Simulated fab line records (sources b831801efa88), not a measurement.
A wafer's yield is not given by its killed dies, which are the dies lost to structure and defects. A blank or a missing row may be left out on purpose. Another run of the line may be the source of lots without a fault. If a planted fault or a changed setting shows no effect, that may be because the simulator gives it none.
A lot that was struck, set against a sound lot	flow sky130	16 steps out of a route of 708
Sound: the wafers L461.1, L461.2, L461.5. Struck: wafer L463.3. (L463.4, L463.6 of the same lot were not struck and are left out.) The cause comes at the end.
Per side, at each step with rows, come the tool, then ch with its chambers, and then its first start. Under that, the readings that differ: sound wafers	struck wafers	difference of the means	sigmas: that difference in standard deviations of wafers without a fault.
alike: readings whose means differ by less than 2 such deviations, and words and numbers that are the same on both sides. not compared: withheld readings, readings that some wafer has no value for, bounds like >300 that may hide the same value, and numbers for which the record gives no deviation and whose values overlap.
The two part at a step that has a row with sigmas, a row that says differs or no value, or rows on one side only. Numbers that have no deviation but don't overlap get no sigmas and don't part them. A reading missing from all wafers of one side parts the sides only when that side holds two or more wafers.

first, 8 steps without rows for these wafers: SKY_POLY_GATE_DEHYDRATE_05 (time 60 s); SKY_POLY_GATE_HMDS_06 (prime time 60 s); SKY_POLY_GATE_COAT_07 (resist thk 110 nm); SKY_POLY_GATE_COAT_08 (resist thk 450 nm); SKY_POLY_GATE_SOFTBAKE_09 (time 88.72 s); SKY_POLY_GATE_EXPOSE_10 (exposes mask P1M, target cd 150 nm); SKY_POLY_GATE_PEB_11; SKY_POLY_GATE_DEVELOP_12 (develop time 60 s).
SKY_POLY_GATE_CD_MEAS_13: target cd 150 nm.
  sound on cd-sem-02, day 19 04:44; struck on cd-sem-01, day 20 02:49
  alike: cd-nm
SKY_POLY_GATE_OVL_MEAS_14:
  sound on overlay-02, day 19 04:51; struck on overlay-02, day 20 02:55
  alike: POLY_GATE_OVL
SKY_POLY_GATE_ETCH_15: etches BARC in N2/H2, stops on SiO2, time 118.5 s, target depth 110 nm.
  sound on rie-diel-03 ch 1,3, day 19 04:53; struck on rie-diel-03 ch 1, day 20 02:56
  alike: drypump-motor-current-A, oes-product-au, throttle-valve-pct
  not compared: rf-hours-counter-h
SKY_POLY_GATE_ETCH_16: etches Si3N4 in CH3F/O2, stops on poly-Si, time 147.5 s, target depth 75 nm.
  sound on rie-diel-03 ch 1,3, day 19 04:58; struck on rie-diel-03 ch 1, day 20 03:01
  alike: drypump-motor-current-A, oes-product-au, throttle-valve-pct
  not compared: rf-hours-counter-h
SKY_POLY_GATE_ETCH_17: etches poly-Si in HBr/Cl2, stops on SiO2, target depth 180 nm, time 70.5 s.
  sound on rie-si-02 ch 0,2,3, day 19 05:04; struck on rie-si-02 ch 2, day 20 03:07
reading	sound	struck	difference	sigmas
HBr_flow_sccm (sccm)	149.9 149.5 149.0	150.5	+1.0	+2
oes-product-au (a.u.)	0.993 0.988 0.994	1.015	+0.023	+3
model.KrF-thick_of_POLY_GATE_COAT_08.thk-nm (nm)	136.4 137.2 139.3	85.67	-51.96	
model.POLY_GATE.feature-depth-nm (nm)	176.7 178.7 179.4	184.4	+6.1	
model.SiO2_of_SONOS_ONO_CVD_04.thk-nm (nm)	4.044 4.055 4.104	2.49	-1.58	
  alike: drypump-motor-current-A, throttle-valve-pct
  not compared: rf-hours-counter-h
SKY_POLY_GATE_STRIP_18: strips in O2/N2.
  sound on plasma-asher-02 ch 0,1, day 19 05:07; struck on plasma-asher-04 ch 1, day 20 03:13
reading	sound	struck	difference	sigmas
oes-product-au (a.u.)	0.353 0.363 0.353	0.347	-0.009	-2
strip-time-to-endpoint-s (s)	3.112 3.129 3.160	2.563	-0.571	-20
  alike: drypump-motor-current-A
  not compared: rf-hours-counter-h
then, 1 step without rows for these wafers: SKY_POLY_GATE_CLEAN_19 (cleans in SC1/SC2, time 150 s).
-- a jump in the record: the struck wafers' starts before and after are 28 days apart (it breaks off in module POLY_GATE and resumes in module PAD_OPEN, where the first step shown is number 708 of the route) --
SKY_PAD_OPEN_PROBE_99:
  sound on prober-01, day 47 13:38; struck on prober-01, day 48 09:28
reading	sound	struck	difference	sigmas
model.etest.tip-sonos.rs-ohm-sq	2731 2735 2718	2285	-443	
model.etest.tip-n.rs-ohm-sq	439.2 440.7 438.6	429.8	-9.7	
model.etest.res-pdiff-hv.rs-ohm-sq	192.4 193.5 192.5	187.7	-5.1	
model.etest.res-ndiff-hv.rs-ohm-sq	112.4 112.6 113.3	112	-1	
  alike: killed_at_M0_to_M3, killed_at_M4_up, killed-at-contacts, killed-at-front-end, killed-dies, killed-on-rim, killed-open, killed-short

WHERE THEY PART
First at SKY_POLY_GATE_ETCH_17; last, within this record, at SKY_POLY_GATE_STRIP_18. Later steps at which nothing parts them and some readings are alike: SKY_PAD_OPEN_PROBE_99.

WHY: the cause the simulator had injected
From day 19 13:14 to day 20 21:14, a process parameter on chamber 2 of rie-si-02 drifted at SKY_POLY_GATE_ETCH_17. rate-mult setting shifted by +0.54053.
